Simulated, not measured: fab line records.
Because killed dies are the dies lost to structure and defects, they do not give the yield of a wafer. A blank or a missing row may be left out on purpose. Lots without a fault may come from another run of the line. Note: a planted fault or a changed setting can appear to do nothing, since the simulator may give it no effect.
fab line records :: flow sky130
record
  lots=6
  wafers=18
  last_day=50
route steps=708 shown VT_ADJUST_HVTP@94 VT_ADJUST_LVTN@97 PAD_OPEN@708
lots that met no fault: taken from a fault-free run of the same line
start_h: hours from the record's opening day to when the first of the lot's shown wafers began :: wait_h: hours since the lot's step before :: " as in the row above :: L1.1+2: a row that stands for several wafers :: - no value, or no start given :: * or withheld: withheld :: < > ~ a bound
route shown NAME@n: names a module that has steps shown in the file, with the first one's number in the route :: usual: average and standard deviation across the fault-free wafers :: same: alike in all rows :: chamber/n: place in a boat :: sites: per-site readings :: _std_site: standard deviation across them :: _edge_site: outer sites' mean less inner sites' :: radius_mm: how far each site lies from the wafer's centre :: mask NAME#n: copy n :: behind: the tool/chamber that last shaped the wafer :: hold: reason for holding the lot/hours on hold/outcome of the hold :: device: which transistor (n, p or np) failed to switch :: end of line: the route-end tests of the same wafers :: a step with no rows: only its recipe :: killed: count of dies lost to structure and defects at first sort (not the wafer's yield) :: map: a wafer's dies, x killed, . not, _ none there
set.NAME: the setting as run; set.NAME@STEP: as run at that earlier step :: model.NAME: the simulator's own value behind a step, which no gauge read
lots at some steps of the route; a table a step, a row a wafer
services: the hour from which a tool's chamber was out of use, counted from the record's first day as start_h (under 0 if before that day), plus the number of hours and why
## steps
# step SKY_VT_ADJUST_HVTP_IMPLANT_09
# recipe
  species=As
  energy_kev=150
  dose_cm2=4.3e+12
  tilt_deg=withheld
# step SKY_VT_ADJUST_HVTP_STRIP_10
# recipe
  chemistry=O2/N2
  power_w=1400
  pressure_mtorr=1500
  platen_temp_c=withheld
  o2_flow_sccm=3000
  n2_flow_sccm=300
  overash_fraction=0.5
# usual
  drypump_motor_current_A=5.5/0.35
  o2_flow_sccm=2999/9
  oes_product_au=0.716/0.0045
  strip_time_to_endpoint_s=14.286/0.029
lot.wafer: L444.3
tool: plasma_asher-04
chamber: 1
start_h: 157.11
wait_h: 0.1
drypump_motor_current_A: 5.3
o2_flow_sccm: 3004
oes_product_au: 0.709
rf_hours_counter_h: -
strip_time_to_endpoint_s: 14.299

lot.wafer: L444.5
tool: plasma_asher-04
chamber: 0
start_h: 157.11
wait_h: 0.1
drypump_motor_current_A: 5.5
o2_flow_sccm: 3001
oes_product_au: 0.714
rf_hours_counter_h: -
strip_time_to_endpoint_s: 14.310

lot.wafer: L444.6
tool: plasma_asher-04
chamber: 1
start_h: 157.11
wait_h: 0.1
drypump_motor_current_A: 5.2
o2_flow_sccm: 3012
oes_product_au: 0.717
rf_hours_counter_h: -
strip_time_to_endpoint_s: 14.337

lot.wafer: L445.1
tool: plasma_asher-03
chamber: 1
start_h: 160.68
wait_h: 0.1
drypump_motor_current_A: 5.8
o2_flow_sccm: 3001
oes_product_au: 0.719
rf_hours_counter_h: 34
strip_time_to_endpoint_s: 14.279

lot.wafer: L445.2
tool: plasma_asher-03
chamber: 0
start_h: 160.68
wait_h: 0.1
drypump_motor_current_A: 5.8
o2_flow_sccm: 3006
oes_product_au: 0.716
rf_hours_counter_h: 34
strip_time_to_endpoint_s: 14.236

lot.wafer: L445.6
tool: plasma_asher-03
chamber: 0
start_h: 160.68
wait_h: 0.1
drypump_motor_current_A: 5.8
o2_flow_sccm: 3013
oes_product_au: 0.719
rf_hours_counter_h: -
strip_time_to_endpoint_s: 14.294

lot.wafer: L456.2
tool: plasma_asher-04
chamber: 0
start_h: 246.74
wait_h: 0.1
drypump_motor_current_A: 5.5
o2_flow_sccm: 2990
oes_product_au: 0.720
rf_hours_counter_h: 57
strip_time_to_endpoint_s: 14.305

lot.wafer: L456.3
tool: plasma_asher-04
chamber: 1
start_h: 246.74
wait_h: 0.1
drypump_motor_current_A: 5.3
o2_flow_sccm: 2995
oes_product_au: 0.710
rf_hours_counter_h: -
strip_time_to_endpoint_s: 14.258

lot.wafer: L456.5
tool: plasma_asher-04
chamber: 1
start_h: 246.74
wait_h: 0.1
drypump_motor_current_A: 5.3
o2_flow_sccm: 2993
oes_product_au: 0.712
rf_hours_counter_h: -
strip_time_to_endpoint_s: 14.301

lot.wafer: L457.2
tool: plasma_asher-01
chamber: 0
start_h: 254.03
wait_h: 0.1
drypump_motor_current_A: 5.6
o2_flow_sccm: 2996
oes_product_au: 0.715
rf_hours_counter_h: 56
strip_time_to_endpoint_s: 14.318

lot.wafer: L457.3
tool: plasma_asher-01
chamber: 1
start_h: 254.03
wait_h: 0.1
drypump_motor_current_A: 4.9
o2_flow_sccm: 3005
oes_product_au: 0.712
rf_hours_counter_h: -
strip_time_to_endpoint_s: 14.326

lot.wafer: L457.5
tool: plasma_asher-01
chamber: 0
start_h: 254.03
wait_h: 0.1
drypump_motor_current_A: 5.6
o2_flow_sccm: 3002
oes_product_au: 0.726
rf_hours_counter_h: -
strip_time_to_endpoint_s: 14.338

lot.wafer: L461.2
tool: plasma_asher-01
chamber: 1
start_h: 269.63
wait_h: 0.1
drypump_motor_current_A: 4.9
o2_flow_sccm: 2993
oes_product_au: 0.716
rf_hours_counter_h: 57
strip_time_to_endpoint_s: 14.263

lot.wafer: L461.4
tool: plasma_asher-01
chamber: 1
start_h: 269.63
wait_h: 0.1
drypump_motor_current_A: 4.9
o2_flow_sccm: 2998
oes_product_au: 0.720
rf_hours_counter_h: -
strip_time_to_endpoint_s: 14.252

lot.wafer: L461.5
tool: plasma_asher-01
chamber: 1
start_h: 269.63
wait_h: 0.1
drypump_motor_current_A: 4.9
o2_flow_sccm: 3005
oes_product_au: 0.715
rf_hours_counter_h: -
strip_time_to_endpoint_s: 14.259

lot.wafer: L460.4
tool: plasma_asher-01
chamber: 0
start_h: 270.31
wait_h: 0.1
drypump_motor_current_A: 5.6
o2_flow_sccm: 2996
oes_product_au: 0.716
rf_hours_counter_h: -
strip_time_to_endpoint_s: 14.281

lot.wafer: L460.5
tool: plasma_asher-01
chamber: 1
start_h: 270.31
wait_h: 0.1
drypump_motor_current_A: 4.8
o2_flow_sccm: 3003
oes_product_au: 0.720
rf_hours_counter_h: -
strip_time_to_endpoint_s: 14.264

lot.wafer: L460.6
tool: plasma_asher-01
chamber: 0
start_h: 270.31
wait_h: 0.1
drypump_motor_current_A: 5.6
o2_flow_sccm: 2992
oes_product_au: 0.713
rf_hours_counter_h: -
strip_time_to_endpoint_s: 14.293
# step SKY_VT_ADJUST_HVTP_TW_MEAS_11
# usual
  VT_ADJUST_HVTP_TW=1349/19
lot.wafer: L444.3
tool: film_metro-02
chamber: -
start_h: 157.20
wait_h: 0.1
VT_ADJUST_HVTP_TW: 1382

lot.wafer: L444.5
tool: film_metro-02
chamber: -
start_h: 157.20
wait_h: 0.1
VT_ADJUST_HVTP_TW: 1381

lot.wafer: L444.6
tool: film_metro-02
chamber: -
start_h: 157.20
wait_h: 0.1
VT_ADJUST_HVTP_TW: 1391

lot.wafer: L445.1
tool: film_metro-03
chamber: -
start_h: 160.78
wait_h: 0.1
VT_ADJUST_HVTP_TW: 1341

lot.wafer: L445.2
tool: film_metro-03
chamber: -
start_h: 160.78
wait_h: 0.1
VT_ADJUST_HVTP_TW: 1342

lot.wafer: L445.6
tool: film_metro-03
chamber: -
start_h: 160.78
wait_h: 0.1
VT_ADJUST_HVTP_TW: 1346

lot.wafer: L456.2
tool: film_metro-03
chamber: -
start_h: 246.85
wait_h: 0.1
VT_ADJUST_HVTP_TW: 1336

lot.wafer: L456.3
tool: film_metro-03
chamber: -
start_h: 246.85
wait_h: 0.1
VT_ADJUST_HVTP_TW: 1337

lot.wafer: L456.5
tool: film_metro-03
chamber: -
start_h: 246.85
wait_h: 0.1
VT_ADJUST_HVTP_TW: 1336

lot.wafer: L457.2
tool: film_metro-03
chamber: -
start_h: 254.14
wait_h: 0.1
VT_ADJUST_HVTP_TW: 1338

lot.wafer: L457.3
tool: film_metro-03
chamber: -
start_h: 254.14
wait_h: 0.1
VT_ADJUST_HVTP_TW: 1331

lot.wafer: L457.5
tool: film_metro-03
chamber: -
start_h: 254.14
wait_h: 0.1
VT_ADJUST_HVTP_TW: 1338

lot.wafer: L461.2
tool: film_metro-03
chamber: -
start_h: 269.74
wait_h: 0.1
VT_ADJUST_HVTP_TW: 1347

lot.wafer: L461.4
tool: film_metro-03
chamber: -
start_h: 269.74
wait_h: 0.1
VT_ADJUST_HVTP_TW: 1341

lot.wafer: L461.5
tool: film_metro-03
chamber: -
start_h: 269.74
wait_h: 0.1
VT_ADJUST_HVTP_TW: 1342

lot.wafer: L460.4
tool: film_metro-03
chamber: -
start_h: 270.41
wait_h: 0.1
VT_ADJUST_HVTP_TW: 1336

lot.wafer: L460.5
tool: film_metro-03
chamber: -
start_h: 270.41
wait_h: 0.1
VT_ADJUST_HVTP_TW: 1336

lot.wafer: L460.6
tool: film_metro-03
chamber: -
start_h: 270.41
wait_h: 0.1
VT_ADJUST_HVTP_TW: 1338
# step SKY_VT_ADJUST_LVTN_DEHYDRATE_00
# recipe
  temp_c=200
  time_s=60
# step SKY_VT_ADJUST_LVTN_HMDS_01
# recipe
  prime_time_s=60
  prime_temp_c=120
# step SKY_VT_ADJUST_LVTN_COAT_02
# recipe
  spin_rpm=2000
  resist_thk_nm=3000
# step SKY_VT_ADJUST_LVTN_SOFTBAKE_03
# recipe
  temp_c=110
  time_s=withheld
# step SKY_VT_ADJUST_LVTN_EXPOSE_04
# recipe
  mask_id=NWM_COMPLEMENT_LESS_NATIVE
  na=0.6
  source_shape=conventional
  sigma_outer=0.6
  polarization=unpolarized
  target_cd_nm=840
  dose_mj=194
# step SKY_VT_ADJUST_LVTN_PEB_05
# recipe
  temp_c=115
  time_s=withheld
# step SKY_VT_ADJUST_LVTN_DEVELOP_06
# recipe
  wall_angle_deg=90
  developer=TMAH
  develop_time_s=62.75
  dev_temp_c=23
# step SKY_VT_ADJUST_LVTN_OVL_MEAS_07
# usual
  VT_ADJUST_LVTN_OVL=-0.1/1.2
lot.wafer: L444.3
tool: overlay-01
chamber: -
start_h: 177.68
wait_h: -
VT_ADJUST_LVTN_OVL[nm]: -0.4

lot.wafer: L444.5
tool: overlay-01
chamber: -
start_h: 177.68
wait_h: -
VT_ADJUST_LVTN_OVL[nm]: -0.3

lot.wafer: L444.6
tool: overlay-01
chamber: -
start_h: 177.68
wait_h: -
VT_ADJUST_LVTN_OVL[nm]: -0.1

lot.wafer: L445.1
tool: overlay-02
chamber: -
start_h: 180.84
wait_h: -
VT_ADJUST_LVTN_OVL[nm]: 0.0

lot.wafer: L445.2
tool: overlay-02
chamber: -
start_h: 180.84
wait_h: -
VT_ADJUST_LVTN_OVL[nm]: 0.4

lot.wafer: L445.6
tool: overlay-02
chamber: -
start_h: 180.84
wait_h: -
VT_ADJUST_LVTN_OVL[nm]: -0.4

lot.wafer: L456.2
tool: overlay-02
chamber: -
start_h: 270.33
wait_h: -
VT_ADJUST_LVTN_OVL[nm]: -0.7

lot.wafer: L456.3
tool: overlay-02
chamber: -
start_h: 270.33
wait_h: -
VT_ADJUST_LVTN_OVL[nm]: -2.1

lot.wafer: L456.5
tool: overlay-02
chamber: -
start_h: 270.33
wait_h: -
VT_ADJUST_LVTN_OVL[nm]: -1.9

lot.wafer: L457.2
tool: overlay-02
chamber: -
start_h: 277.94
wait_h: -
VT_ADJUST_LVTN_OVL[nm]: 0.2

lot.wafer: L457.3
tool: overlay-02
chamber: -
start_h: 277.94
wait_h: -
VT_ADJUST_LVTN_OVL[nm]: -1.0

lot.wafer: L457.5
tool: overlay-02
chamber: -
start_h: 277.94
wait_h: -
VT_ADJUST_LVTN_OVL[nm]: -0.7

lot.wafer: L461.2
tool: overlay-02
chamber: -
start_h: 294.22
wait_h: -
VT_ADJUST_LVTN_OVL[nm]: -1.9

lot.wafer: L461.4
tool: overlay-02
chamber: -
start_h: 294.22
wait_h: -
VT_ADJUST_LVTN_OVL[nm]: -0.5

lot.wafer: L461.5
tool: overlay-02
chamber: -
start_h: 294.22
wait_h: -
VT_ADJUST_LVTN_OVL[nm]: -1.3

lot.wafer: L460.4
tool: overlay-02
chamber: -
start_h: 295.55
wait_h: -
VT_ADJUST_LVTN_OVL[nm]: 0.0

lot.wafer: L460.5
tool: overlay-02
chamber: -
start_h: 295.55
wait_h: -
VT_ADJUST_LVTN_OVL[nm]: -2.1

lot.wafer: L460.6
tool: overlay-02
chamber: -
start_h: 295.55
wait_h: -
VT_ADJUST_LVTN_OVL[nm]: 0.4
# step SKY_VT_ADJUST_LVTN_IMPLANT_08
# recipe
  species=B
  energy_kev=30
  dose_cm2=1.57e+12
  tilt_deg=withheld
# step SKY_VT_ADJUST_LVTN_STRIP_09
# recipe
  chemistry=O2/N2
  power_w=1400
  pressure_mtorr=1500
  platen_temp_c=withheld
  o2_flow_sccm=3000
  n2_flow_sccm=300
  overash_fraction=0.5
# usual
  drypump_motor_current_A=5.6/0.38
  o2_flow_sccm=2998/9.1
  oes_product_au=0.723/0.0044
  strip_time_to_endpoint_s=36.97/0.12
lot.wafer: L444.3
tool: plasma_asher-02
chamber: 1
start_h: 177.89
wait_h: 0.1
drypump_motor_current_A: 6.0
o2_flow_sccm: 2989
oes_product_au: 0.732
rf_hours_counter_h: -
strip_time_to_endpoint_s: 36.93

lot.wafer: L444.5
tool: plasma_asher-02
chamber: 0
start_h: 177.89
wait_h: 0.1
drypump_motor_current_A: 6.0
o2_flow_sccm: 2989
oes_product_au: 0.723
rf_hours_counter_h: -
strip_time_to_endpoint_s: 36.79

lot.wafer: L444.6
tool: plasma_asher-02
chamber: 1
start_h: 177.89
wait_h: 0.1
drypump_motor_current_A: 6.0
o2_flow_sccm: 2995
oes_product_au: 0.721
rf_hours_counter_h: -
strip_time_to_endpoint_s: 36.90

lot.wafer: L445.1
tool: plasma_asher-01
chamber: 1
start_h: 181.02
wait_h: 0.1
drypump_motor_current_A: 4.9
o2_flow_sccm: 2988
oes_product_au: 0.725
rf_hours_counter_h: 49
strip_time_to_endpoint_s: 36.98

lot.wafer: L445.2
tool: plasma_asher-01
chamber: 0
start_h: 181.02
wait_h: 0.1
drypump_motor_current_A: 5.6
o2_flow_sccm: 2980
oes_product_au: 0.711
rf_hours_counter_h: 49
strip_time_to_endpoint_s: 36.80

lot.wafer: L445.6
tool: plasma_asher-01
chamber: 0
start_h: 181.02
wait_h: 0.1
drypump_motor_current_A: 5.6
o2_flow_sccm: 2985
oes_product_au: 0.724
rf_hours_counter_h: -
strip_time_to_endpoint_s: 36.90

lot.wafer: L456.2
tool: plasma_asher-02
chamber: 0
start_h: 270.51
wait_h: 0.1
drypump_motor_current_A: 6.0
o2_flow_sccm: 3596
oes_product_au: 0.728
rf_hours_counter_h: 15
strip_time_to_endpoint_s: 36.69

lot.wafer: L456.3
tool: plasma_asher-02
chamber: 0
start_h: 270.51
wait_h: 0.1
drypump_motor_current_A: 6.0
o2_flow_sccm: 3597
oes_product_au: 0.724
rf_hours_counter_h: -
strip_time_to_endpoint_s: 36.79

lot.wafer: L456.5
tool: plasma_asher-02
chamber: 0
start_h: 270.51
wait_h: 0.1
drypump_motor_current_A: 6.0
o2_flow_sccm: 3602
oes_product_au: 0.731
rf_hours_counter_h: -
strip_time_to_endpoint_s: 36.77

lot.wafer: L457.2
tool: plasma_asher-02
chamber: 0
start_h: 278.12
wait_h: 0.1
drypump_motor_current_A: 6.0
o2_flow_sccm: 3582
oes_product_au: 0.732
rf_hours_counter_h: 16
strip_time_to_endpoint_s: 36.57

lot.wafer: L457.3
tool: plasma_asher-02
chamber: 1
start_h: 278.12
wait_h: 0.1
drypump_motor_current_A: 6.0
o2_flow_sccm: 3608
oes_product_au: 0.731
rf_hours_counter_h: -
strip_time_to_endpoint_s: 36.62

lot.wafer: L457.5
tool: plasma_asher-02
chamber: 0
start_h: 278.12
wait_h: 0.1
drypump_motor_current_A: 6.0
o2_flow_sccm: 3586
oes_product_au: 0.734
rf_hours_counter_h: -
strip_time_to_endpoint_s: 36.68

lot.wafer: L461.2
tool: plasma_asher-04
chamber: 1
start_h: 294.40
wait_h: 0.1
drypump_motor_current_A: 5.3
o2_flow_sccm: 3003
oes_product_au: 0.721
rf_hours_counter_h: 61
strip_time_to_endpoint_s: 37.01

lot.wafer: L461.4
tool: plasma_asher-04
chamber: 1
start_h: 294.40
wait_h: 0.1
drypump_motor_current_A: 5.3
o2_flow_sccm: 2997
oes_product_au: 0.722
rf_hours_counter_h: -
strip_time_to_endpoint_s: 36.95

lot.wafer: L461.5
tool: plasma_asher-04
chamber: 1
start_h: 294.40
wait_h: 0.1
drypump_motor_current_A: 5.3
o2_flow_sccm: 3010
oes_product_au: 0.718
rf_hours_counter_h: -
strip_time_to_endpoint_s: 36.89

lot.wafer: L460.4
tool: plasma_asher-01
chamber: 0
start_h: 295.75
wait_h: 0.1
drypump_motor_current_A: 5.6
o2_flow_sccm: 3006
oes_product_au: 0.720
rf_hours_counter_h: -
strip_time_to_endpoint_s: 36.93

lot.wafer: L460.5
tool: plasma_asher-01
chamber: 0
start_h: 295.75
wait_h: 0.1
drypump_motor_current_A: 5.6
o2_flow_sccm: 2994
oes_product_au: 0.724
rf_hours_counter_h: -
strip_time_to_endpoint_s: 36.99

lot.wafer: L460.6
tool: plasma_asher-01
chamber: 1
start_h: 295.75
wait_h: 0.1
drypump_motor_current_A: 4.9
o2_flow_sccm: 3007
oes_product_au: 0.729
rf_hours_counter_h: -
strip_time_to_endpoint_s: 36.94
# step SKY_VT_ADJUST_LVTN_TW_MEAS_10
# usual
  VT_ADJUST_LVTN_TW=243.1/3
lot.wafer: L444.3
tool: film_metro-02
chamber: -
start_h: 177.97
wait_h: 0.1
VT_ADJUST_LVTN_TW: 245.3

lot.wafer: L444.5
tool: film_metro-02
chamber: -
start_h: 177.97
wait_h: 0.1
VT_ADJUST_LVTN_TW: 244.8

lot.wafer: L444.6
tool: film_metro-02
chamber: -
start_h: 177.97
wait_h: 0.1
VT_ADJUST_LVTN_TW: 245.2

lot.wafer: L445.1
tool: film_metro-04
chamber: -
start_h: 181.12
wait_h: 0.1
VT_ADJUST_LVTN_TW: 239.2

lot.wafer: L445.2
tool: film_metro-04
chamber: -
start_h: 181.12
wait_h: 0.1
VT_ADJUST_LVTN_TW: 239.6

lot.wafer: L445.6
tool: film_metro-04
chamber: -
start_h: 181.12
wait_h: 0.1
VT_ADJUST_LVTN_TW: 240.7

lot.wafer: L456.2
tool: film_metro-04
chamber: -
start_h: 270.62
wait_h: 0.1
VT_ADJUST_LVTN_TW: 237.8

lot.wafer: L456.3
tool: film_metro-04
chamber: -
start_h: 270.62
wait_h: 0.1
VT_ADJUST_LVTN_TW: 238.3

lot.wafer: L456.5
tool: film_metro-04
chamber: -
start_h: 270.62
wait_h: 0.1
VT_ADJUST_LVTN_TW: 238.0

lot.wafer: L457.2
tool: film_metro-04
chamber: -
start_h: 278.23
wait_h: 0.1
VT_ADJUST_LVTN_TW: 238.8

lot.wafer: L457.3
tool: film_metro-04
chamber: -
start_h: 278.23
wait_h: 0.1
VT_ADJUST_LVTN_TW: 239.9

lot.wafer: L457.5
tool: film_metro-04
chamber: -
start_h: 278.23
wait_h: 0.1
VT_ADJUST_LVTN_TW: 236.6

lot.wafer: L461.2
tool: film_metro-01
chamber: -
start_h: 294.51
wait_h: 0.1
VT_ADJUST_LVTN_TW: 245.8

lot.wafer: L461.4
tool: film_metro-01
chamber: -
start_h: 294.51
wait_h: 0.1
VT_ADJUST_LVTN_TW: 244.0

lot.wafer: L461.5
tool: film_metro-01
chamber: -
start_h: 294.51
wait_h: 0.1
VT_ADJUST_LVTN_TW: 244.7

lot.wafer: L460.4
tool: film_metro-01
chamber: -
start_h: 295.85
wait_h: 0.1
VT_ADJUST_LVTN_TW: 243.9

lot.wafer: L460.5
tool: film_metro-01
chamber: -
start_h: 295.85
wait_h: 0.1
VT_ADJUST_LVTN_TW: 243.0

lot.wafer: L460.6
tool: film_metro-01
chamber: -
start_h: 295.85
wait_h: 0.1
VT_ADJUST_LVTN_TW: 243.6
# step SKY_PAD_OPEN_PROBE_99
# usual
  killed_at_M0_to_M3=43/6.2
  killed_at_M4_up=2.8/1.7
  killed_at_contacts=24/4.8
  killed_at_front_end=15/4.3
  killed_at_other=0.3/0.55
  killed_dies=85/8.4
  killed_open=46/6.7
  killed_short=38/6.2
# same
  gross_dies=492
  killed_at_back_side=0
lot.wafer: L444.3
tool: prober-01
chamber: -
start_h: 1107.59
wait_h: 0.2
killed_at_M0_to_M3: 42
killed_at_M4_up: 2
killed_at_contacts: 23
killed_at_front_end: 16
killed_at_other: 0
killed_dies: 83
killed_open: 52
killed_short: 31

lot.wafer: L444.5
tool: prober-01
chamber: -
start_h: 1107.69
wait_h: 0.2
killed_at_M0_to_M3: 43
killed_at_M4_up: 2
killed_at_contacts: 27
killed_at_front_end: 16
killed_at_other: 0
killed_dies: 88
killed_open: 48
killed_short: 40

lot.wafer: L444.6
tool: prober-01
chamber: -
start_h: 1107.74
wait_h: 0.2
killed_at_M0_to_M3: 43
killed_at_M4_up: 3
killed_at_contacts: 30
killed_at_front_end: 7
killed_at_other: 0
killed_dies: 83
killed_open: 44
killed_short: 38

lot.wafer: L445.1
tool: prober-02
chamber: -
start_h: 1113.63
wait_h: 0.1
killed_at_M0_to_M3: 46
killed_at_M4_up: 3
killed_at_contacts: 17
killed_at_front_end: 14
killed_at_other: 0
killed_dies: 80
killed_open: 49
killed_short: 31

lot.wafer: L445.2
tool: prober-02
chamber: -
start_h: 1113.68
wait_h: 0.1
killed_at_M0_to_M3: 39
killed_at_M4_up: 2
killed_at_contacts: 24
killed_at_front_end: 12
killed_at_other: 1
killed_dies: 78
killed_open: 50
killed_short: 27

lot.wafer: L445.6
tool: prober-02
chamber: -
start_h: 1113.88
wait_h: 0.2
killed_at_M0_to_M3: 42
killed_at_M4_up: 4
killed_at_contacts: 20
killed_at_front_end: 7
killed_at_other: 0
killed_dies: 73
killed_open: 37
killed_short: 35

lot.wafer: L457.2
tool: prober-01
chamber: -
start_h: 1193.64
wait_h: 0.1
killed_at_M0_to_M3: 47
killed_at_M4_up: 1
killed_at_contacts: 30
killed_at_front_end: 23
killed_at_other: 0
killed_dies: 101
killed_open: 52
killed_short: 49

lot.wafer: L457.3
tool: prober-01
chamber: -
start_h: 1193.69
wait_h: 0.2
killed_at_M0_to_M3: 37
killed_at_M4_up: 2
killed_at_contacts: 18
killed_at_front_end: 15
killed_at_other: 0
killed_dies: 72
killed_open: 38
killed_short: 30

lot.wafer: L457.5
tool: prober-01
chamber: -
start_h: 1193.79
wait_h: 0.2
killed_at_M0_to_M3: 38
killed_at_M4_up: 0
killed_at_contacts: 19
killed_at_front_end: 18
killed_at_other: 0
killed_dies: 75
killed_open: 44
killed_short: 30

lot.wafer: L456.2
tool: prober-02
chamber: -
start_h: 1194.42
wait_h: 0.1
killed_at_M0_to_M3: 36
killed_at_M4_up: 6
killed_at_contacts: 27
killed_at_front_end: 15
killed_at_other: 0
killed_dies: 84
killed_open: 46
killed_short: 38

lot.wafer: L456.3
tool: prober-02
chamber: -
start_h: 1194.47
wait_h: 0.2
killed_at_M0_to_M3: 37
killed_at_M4_up: 1
killed_at_contacts: 23
killed_at_front_end: 11
killed_at_other: 0
killed_dies: 72
killed_open: 34
killed_short: 38

lot.wafer: L456.5
tool: prober-02
chamber: -
start_h: 1194.57
wait_h: 0.2
killed_at_M0_to_M3: 40
killed_at_M4_up: 2
killed_at_contacts: 14
killed_at_front_end: 18
killed_at_other: 0
killed_dies: 74
killed_open: 45
killed_short: 29

lot.wafer: L460.4
tool: prober-01
chamber: -
start_h: 1202.95
wait_h: 0.2
killed_at_M0_to_M3: 54
killed_at_M4_up: 7
killed_at_contacts: 23
killed_at_front_end: 17
killed_at_other: 0
killed_dies: 101
killed_open: 56
killed_short: 45

lot.wafer: L460.5
tool: prober-01
chamber: -
start_h: 1203.00
wait_h: 0.2
killed_at_M0_to_M3: 44
killed_at_M4_up: 1
killed_at_contacts: 19
killed_at_front_end: 20
killed_at_other: 1
killed_dies: 85
killed_open: 44
killed_short: 41

lot.wafer: L460.6
tool: prober-01
chamber: -
start_h: 1203.05
wait_h: 0.2
killed_at_M0_to_M3: 37
killed_at_M4_up: 4
killed_at_contacts: 24
killed_at_front_end: 13
killed_at_other: 0
killed_dies: 78
killed_open: 41
killed_short: 37
# killed by level:class
L444.3 VIA2:geometric_particle:open=9 LI_CONTACT:geometric_particle:open=9 CONTACT:geometric_particle:open=7 VIA1:geometric_particle:open=7 VIA3:geometric_particle:open=6 FIELD_ISO:geometric_particle:open=4 VIA2:geometric_particle:short=4 METAL3:geometric_particle:short=4
L444.5 CONTACT:geometric_particle:open=12 VIA1:geometric_particle:open=11 METAL2:geometric_particle:short=9 POLY_GATE:geometric_particle:short=8 LI_CONTACT:geometric_particle:open=7 METAL1:geometric_particle:short=7 VIA2:geometric_particle:open=6 FIELD_ISO:geometric_particle:short=4
L444.6 CONTACT:geometric_particle:open=14 METAL2:geometric_particle:short=7 VIA1:geometric_particle:open=7 VIA2:geometric_particle:open=6 VIA1:geometric_particle:short=6 VIA3:geometric_particle:open=6 LI_CONTACT:geometric_particle:open=5 LOCAL_INTERCONNECT:geometric_particle:short=5
L445.1 VIA1:geometric_particle:open=18 VIA2:geometric_particle:open=8 METAL1:geometric_particle:short=7 LI_CONTACT:geometric_particle:open=5 CONTACT:geometric_particle:open=5 POLY_GATE:geometric_particle:open=4 POLY_GATE:geometric_particle:short=4 METAL2:geometric_particle:short=4
L445.2 VIA1:geometric_particle:open=12 LOCAL_INTERCONNECT:geometric_particle:short=7 VIA3:geometric_particle:open=7 CONTACT:geometric_particle:open=6 VIA2:geometric_particle:open=6 POLY_GATE:geometric_particle:open=4 CONTACT:geometric_particle:short=4 METAL2:geometric_particle:short=4
L445.6 CONTACT:geometric_particle:open=10 VIA1:geometric_particle:open=9 VIA1:geometric_particle:short=6 VIA3:geometric_particle:open=6 METAL1:geometric_particle:short=5 LI_CONTACT:geometric_particle:open=4 VIA3:geometric_particle:short=4 METAL2:geometric_particle:short=3
L457.2 LI_CONTACT:geometric_particle:open=10 VIA3:geometric_particle:open=10 VIA1:geometric_particle:open=8 FIELD_ISO:geometric_particle:open=6 CONTACT:geometric_particle:open=6 METAL1:geometric_particle:short=6 METAL3:geometric_particle:short=6 LI_CONTACT:geometric_particle:short=5
L457.3 VIA1:geometric_particle:open=9 POLY_GATE:geometric_particle:open=6 CONTACT:geometric_particle:open=6 METAL1:geometric_particle:short=6 VIA3:geometric_particle:open=5 LI_CONTACT:geometric_particle:open=4 VIA2:geometric_particle:short=4 VIA2:geometric_particle:open=4
L457.5 VIA3:geometric_particle:open=9 VIA1:geometric_particle:open=8 LI_CONTACT:geometric_particle:open=6 CONTACT:geometric_particle:open=5 METAL1:geometric_particle:short=5 VIA2:geometric_particle:open=5 FIELD_ISO:geometric_particle:open=4 SPACER:geometric_particle:short=4
L456.2 CONTACT:geometric_particle:open=14 VIA1:geometric_particle:open=10 FIELD_ISO:geometric_particle:open=5 FIELD_ISO:geometric_particle:short=5 METAL3:geometric_particle:short=5 LI_CONTACT:geometric_particle:open=4 LOCAL_INTERCONNECT:geometric_particle:short=4 VIA2:geometric_particle:short=4
L456.3 METAL1:geometric_particle:short=9 CONTACT:geometric_particle:open=7 CONTACT:geometric_particle:short=6 LI_CONTACT:geometric_particle:open=5 VIA1:geometric_particle:open=5 VIA3:geometric_particle:short=5 POLY_GATE:geometric_particle:open=4 METAL2:geometric_particle:short=4
L456.5 VIA1:geometric_particle:open=8 VIA2:geometric_particle:open=8 VIA3:geometric_particle:open=7 POLY_GATE:geometric_particle:open=5 FIELD_ISO:geometric_particle:open=4 LOCAL_INTERCONNECT:geometric_particle:short=4 CONTACT:geometric_particle:open=4 METAL1:geometric_particle:short=4
L460.4 VIA2:geometric_particle:open=16 METAL1:geometric_particle:short=10 VIA3:geometric_particle:open=8 LI_CONTACT:geometric_particle:open=7 VIA1:geometric_particle:open=7 METAL4:geometric_particle:short=6 FIELD_ISO:geometric_particle:open=5 CONTACT:geometric_particle:short=5
L460.5 CONTACT:geometric_particle:open=9 VIA3:geometric_particle:open=9 VIA1:geometric_particle:open=8 FIELD_ISO:geometric_particle:short=7 FIELD_ISO:geometric_particle:open=6 METAL1:geometric_particle:short=6 VIA3:geometric_particle:short=5 LI_CONTACT:geometric_particle:open=4
L460.6 LI_CONTACT:geometric_particle:open=10 METAL2:geometric_particle:short=9 CONTACT:geometric_particle:open=8 VIA2:geometric_particle:open=8 POLY_GATE:geometric_particle:short=5 VIA1:geometric_particle:open=5 METAL1:geometric_particle:short=4 POLY_GATE:geometric_particle:open=3
## services
tool: plasma_asher-04
chamber: -
start_h: 180.69
hours: 1.7
kind: repair

tool: plasma_asher-01
chamber: -
start_h: 199.77
hours: 3.3
kind: repair

tool: plasma_asher-03
chamber: -
start_h: 201.46
hours: 2.2
kind: repair

tool: plasma_asher-02
chamber: -
start_h: 253.87
hours: 2.8
kind: pm

tool: plasma_asher-04
chamber: -
start_h: 256.23
hours: 1.2
kind: repair

tool: plasma_asher-04
chamber: -
start_h: 276.41
hours: 7.3
kind: repair
## key
first_sign
  step=SKY_VT_ADJUST_LVTN_STRIP_09
  reading=o2_flow_sccm
  direction=up
  sigmas=66
  usual=2998
  struck=3595
effect
  step=SKY_VT_ADJUST_LVTN_STRIP_09
  reading=strip_time_to_endpoint_s
  direction=down
  sigmas=2.4
  usual=*
  struck=*
met_at SKY_VT_ADJUST_LVTN_STRIP_09
struck_wafers L456.2,L456.3,L456.5,L457.2,L457.3,L457.5
tester_left_out L456,L457
onset_between 177.89 270.51
fault
  kind=process_parameter_drift
  tool=plasma_asher-02
  chamber=-
  onset_h=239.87
  steps=SKY_VT_ADJUST_LVTN_STRIP_09
  channel=o2_flow_sccm
  offset=600
  shape=step
  end_h=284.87
  acts_in=these_recipes_only
  stated=3000
# tester_left_out: of these lots the tester's yield and bins aren't shown, on N5 and GAA mostly nor the transistor test; their killed dies are dies lost to structure and defects alone, not to doping, threshold or leakage, so they don't give the yield
